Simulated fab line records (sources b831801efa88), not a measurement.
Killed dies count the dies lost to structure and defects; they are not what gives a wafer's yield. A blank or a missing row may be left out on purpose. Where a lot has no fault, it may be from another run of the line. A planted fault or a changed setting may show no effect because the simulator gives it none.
Split-lot experiment || flow sky130 || 23 wafers read from 5 lots, route of 708 steps

SPLIT DETAILS
At SKY_LDD_N_IMPLANT_10, the setting energyKev was moved away from the recipe's 20 on 10 of the 23 wafers read, by -3.1% to +5.7%. The other wafers ran this setting at the recipe's value.

The reading is taken at the split's own step.

THE READING
The simulator's own value implant.drpNm, read by no gauge, in nm at SKY_LDD_N_IMPLANT_10. No usual value for it is given in the file.

{"wafer": "L074.1", "tool, chamber at the split": "implanter-02, 0", "energyKev as run": 20.75, "against the recipe": "+3.8%", "implant.drpNm, nm": 7.398, "against lot-mates on the recipe": "+0.186"}
{"wafer": "L074.5", "tool, chamber at the split": "implanter-02, 0", "energyKev as run": 20.75, "against the recipe": "+3.8%", "implant.drpNm, nm": 7.398, "against lot-mates on the recipe": "+0.186"}
{"wafer": "L074.6", "tool, chamber at the split": "implanter-02, 0", "energyKev as run": 20.75, "against the recipe": "+3.8%", "implant.drpNm, nm": 7.398, "against lot-mates on the recipe": "+0.186"}
{"wafer": "L074.2", "tool, chamber at the split": "implanter-02, 0", "energyKev as run": 20, "against the recipe": "recipe", "implant.drpNm, nm": 7.212, "against lot-mates on the recipe": "-"}
{"wafer": "L074.4", "tool, chamber at the split": "implanter-02, 0", "energyKev as run": 20, "against the recipe": "recipe", "implant.drpNm, nm": 7.212, "against lot-mates on the recipe": "-"}
{"wafer": "L077.1", "tool, chamber at the split": "implanter-02, 0", "energyKev as run": 20, "against the recipe": "recipe", "implant.drpNm, nm": 7.212, "against lot-mates on the recipe": "-"}
{"wafer": "L077.4", "tool, chamber at the split": "implanter-02, 0", "energyKev as run": 20, "against the recipe": "recipe", "implant.drpNm, nm": 7.212, "against lot-mates on the recipe": "-"}
{"wafer": "L077.6", "tool, chamber at the split": "implanter-02, 0", "energyKev as run": 20, "against the recipe": "recipe", "implant.drpNm, nm": 7.212, "against lot-mates on the recipe": "-"}
{"wafer": "L077.2", "tool, chamber at the split": "implanter-02, 0", "energyKev as run": 19.66, "against the recipe": "-1.7%", "implant.drpNm, nm": 7.126, "against lot-mates on the recipe": -0.086}
{"wafer": "L077.3", "tool, chamber at the split": "implanter-02, 0", "energyKev as run": 19.66, "against the recipe": "-1.7%", "implant.drpNm, nm": 7.126, "against lot-mates on the recipe": -0.086}
{"wafer": "L083.4", "tool, chamber at the split": "implanter-01, 0", "energyKev as run": 20, "against the recipe": "recipe", "implant.drpNm, nm": 7.212, "against lot-mates on the recipe": "-"}
{"wafer": "L083.5", "tool, chamber at the split": "implanter-01, 0", "energyKev as run": 20, "against the recipe": "recipe", "implant.drpNm, nm": 7.212, "against lot-mates on the recipe": "-"}
{"wafer": "L083.6", "tool, chamber at the split": "implanter-01, 0", "energyKev as run": 20, "against the recipe": "recipe", "implant.drpNm, nm": 7.212, "against lot-mates on the recipe": "-"}
{"wafer": "L081.1", "tool, chamber at the split": "implanter-02, 0", "energyKev as run": 21.14, "against the recipe": "+5.7%", "implant.drpNm, nm": 7.495, "against lot-mates on the recipe": "+0.283"}
{"wafer": "L081.2", "tool, chamber at the split": "implanter-02, 0", "energyKev as run": 21.14, "against the recipe": "+5.7%", "implant.drpNm, nm": 7.495, "against lot-mates on the recipe": "+0.283"}
{"wafer": "L081.4", "tool, chamber at the split": "implanter-02, 0", "energyKev as run": 21.14, "against the recipe": "+5.7%", "implant.drpNm, nm": 7.495, "against lot-mates on the recipe": "+0.283"}
{"wafer": "L081.5", "tool, chamber at the split": "implanter-02, 0", "energyKev as run": 20, "against the recipe": "recipe", "implant.drpNm, nm": 7.212, "against lot-mates on the recipe": "-"}
{"wafer": "L081.6", "tool, chamber at the split": "implanter-02, 0", "energyKev as run": 20, "against the recipe": "recipe", "implant.drpNm, nm": 7.212, "against lot-mates on the recipe": "-"}
{"wafer": "L085.1", "tool, chamber at the split": "implanter-04, 0", "energyKev as run": 19.37, "against the recipe": "-3.1%", "implant.drpNm, nm": 7.054, "against lot-mates on the recipe": -0.158}
{"wafer": "L085.2", "tool, chamber at the split": "implanter-04, 0", "energyKev as run": 19.37, "against the recipe": "-3.1%", "implant.drpNm, nm": 7.054, "against lot-mates on the recipe": -0.158}
{"wafer": "L085.3", "tool, chamber at the split": "implanter-04, 0", "energyKev as run": 20, "against the recipe": "recipe", "implant.drpNm, nm": 7.212, "against lot-mates on the recipe": "-"}
{"wafer": "L085.4", "tool, chamber at the split": "implanter-04, 0", "energyKev as run": 20, "against the recipe": "recipe", "implant.drpNm, nm": 7.212, "against lot-mates on the recipe": "-"}
{"wafer": "L085.6", "tool, chamber at the split": "implanter-04, 0", "energyKev as run": 20, "against the recipe": "recipe", "implant.drpNm, nm": 7.212, "against lot-mates on the recipe": "-"}

THE FIT
A straight line over all 23 wafers: implant.drpNm changes by +0.0498 nm for each +1% of energyKev; r = +1.00; the points scatter about the line by 0.00053 nm.
The same after taking each lot's own level away (the mean of its wafers on the recipe; 23 wafers): +0.0498 nm for each +1%; r = +1.00; scatter 0.00053 nm.
According to that fit, moving energyKev by its largest amount changes the reading by 0.28 nm.
The lots' own levels span 7.2120 to 7.2120 nm.
Consequently the slope shifts little with the lot-to-lot level, the two slopes agreeing.
Check: with one of the wafers moved furthest among these (+5.7%) left out of the fit, the line predicts +0.283 nm for it against its lot-mates. Against them it came out at +0.283 nm.

ADDITIONAL SPLITS CARRIED BY THESE WAFERS
Before the reading, these wafers also passed through other splits. Each is held against what the fit with the lots' levels taken away leaves over:
{"other split on the same wafers": "SKY_GATE_OXIDE_OXIDATION_01 tempC", "wafers away from the commonest value": 10, "r with implant.drpNm (lot level and that fit taken away)": -0.07}
{"other split on the same wafers": "SKY_GATE_OXIDE_COAT_05 spinRpm", "wafers away from the commonest value": 9, "r with implant.drpNm (lot level and that fit taken away)": "+0.21"}
{"other split on the same wafers": "SKY_GATE_OXIDE_IMPLANT_11 energyKev", "wafers away from the commonest value": 5, "r with implant.drpNm (lot level and that fit taken away)": "+0.18"}
{"other split on the same wafers": "SKY_RES_PROTECT_SOFTBAKE_03 tempC", "wafers away from the commonest value": 6, "r with implant.drpNm (lot level and that fit taken away)": "+0.02"}
{"other split on the same wafers": "SKY_POLY_GATE_CVD_03 pressureMtorr", "wafers away from the commonest value": 18, "r with implant.drpNm (lot level and that fit taken away)": "+0.11"}
{"other split on the same wafers": "SKY_POLY_GATE_COAT_08 resistThkNm", "wafers away from the commonest value": 6, "r with implant.drpNm (lot level and that fit taken away)": "+0.08"}
{"other split on the same wafers": "SKY_POLY_GATE_ETCH_16 sourceW", "wafers away from the commonest value": 6, "r with implant.drpNm (lot level and that fit taken away)": -0.23}

THE WHOLE CHAIN: every reading that the file lists as answering this split, in the file's order
{"step": "SKY_LDD_N_IMPLANT_10", "what it does": "", "reading": "implant.rpNm (the simulator's own value, which no gauge read)", "change (the file's fit)": "+0.116 nm for each +1% of the setting", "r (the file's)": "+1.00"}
{"step": "SKY_LDD_N_IMPLANT_10", "what it does": "", "reading": "implant.drpNm (the simulator's own value, which no gauge read)", "change (the file's fit)": "+0.0498 nm for each +1% of the setting", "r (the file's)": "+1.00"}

FILE'S OWN FIT
implant.drpNm changes by +0.0498 nm for each +1% of energyKev, r = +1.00.
